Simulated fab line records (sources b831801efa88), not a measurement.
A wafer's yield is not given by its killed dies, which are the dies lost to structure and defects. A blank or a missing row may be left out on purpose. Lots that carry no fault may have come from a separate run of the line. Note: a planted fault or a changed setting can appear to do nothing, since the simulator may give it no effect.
Problem report, 8D (eight disciplines) form, completed by code	flow sky130	the parts of the form that need people (team, actions taken, sign-off) are left out

## 1. THE PROBLEM
Wafers without a fault read 15, standard deviation 4; killed at front end at SKY_PAD_OPEN_PROBE_99 reads a mean of 43 on 3 wafers belonging to 2 lots. That is +7.0 standard deviations from the usual mean.
First observed at day 50 00:38: wafer L307.4, on prober-01. The record has a number at this step for 12 wafers belonging to 4 lots. Rule for "out" (also "out of limits"): further than 4 standard deviations from the usual mean. The rest of the wafers with a number are treated as sound.

## 2. WHAT IT IS; WHAT IT IS NOT
question	is	is not
which readings at this step	killed at front end	killed_at_M0_to_M3, killed at contacts, killed at other, killed open, killed short
which lots	L307, L310	L297, L299
which wafers of those lots	L307.4, L307.6, L310.2	L307.5, L310.1, L310.5
read on which tools	prober-01	-
when	from day 50 00:38	up to then (6 sound wafers); but 3 sound wafers of L307, L310 came after

## 3. WHAT RULES OUT EACH SUSPECT
Counting: any tool at a process step up to the reading remains a suspect provided it ran every lot that is out. Sound lots after the first of them don't rule it out here, since some wafers of a struck lot are sound.
- rie diel-02 at SKY_FIELD_ISO_ETCH_15 (etches the open film in CHF3/O2, stops on Si, target depth 180 nm, time 72 s): kept. It ran every lot that is out, first L307 (day 5 21:38).
- prober-01 at SKY_PAD_OPEN_PROBE_99: kept. Ran every lot that is out, first one L307 (day 50 00:38); last sound lot up to then L299 (day 48 08:25). Its own readings are out on those wafers: killed at front end.
- rie diel-02, SKY_FIELD_ISO_ETCH_15: wafers that are out in chamber 0, sound lot-mates in chambers 1, 2, 3.
After counting, rie diel-02 at SKY_FIELD_ISO_ETCH_15 and prober-01 at SKY_PAD_OPEN_PROBE_99 remain.

## 4. THE CAUSE (what the simulator had put in)
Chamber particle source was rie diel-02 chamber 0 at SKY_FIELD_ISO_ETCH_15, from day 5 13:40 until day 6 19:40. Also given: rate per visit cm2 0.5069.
Counting leaves 2 suspects; this tool is one of them.

## 5. THE EFFECT CHAIN, in route order
Rows list readings where the struck wafers' mean (over those with a number) sits beyond 3 standard deviations from the usual. Readings are gone through only where the record gives a usual standard deviation; hours: the median, over the lots, of the time from a lot's start at the first step in this table giving one to that lot's start at this step; sigmas: the change measured in usual standard deviations.
hours	step	reading	usual	on struck wafers	change	sigmas
0	SKY_PAD_OPEN_PROBE_99	killed at front end	15	43	+28	+7.0
0	SKY_PAD_OPEN_PROBE_99	killed on rim	16	28	+12	+3.4
The process steps in it:
- SKY_PAD_OPEN_PROBE_99

## 6. HOW IT WOULD HAVE BEEN CAUGHT EARLIER
First out-of-limits reading in this record: day 50 00:38, which is 1067 hours after fault onset at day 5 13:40.
An alarm limit of 4 standard deviations would not have fired on the tool readings at SKY_FIELD_ISO_ETCH_15 for which the record gives a usual standard deviation, since none of them was out on any struck wafer.
The start of SKY_FIELD_ISO_ETCH_15 on rie diel-02 came by day 50 00:38 for every one of the lots that are out (2). Had the tool been put on hold then, not one of them would have been saved.
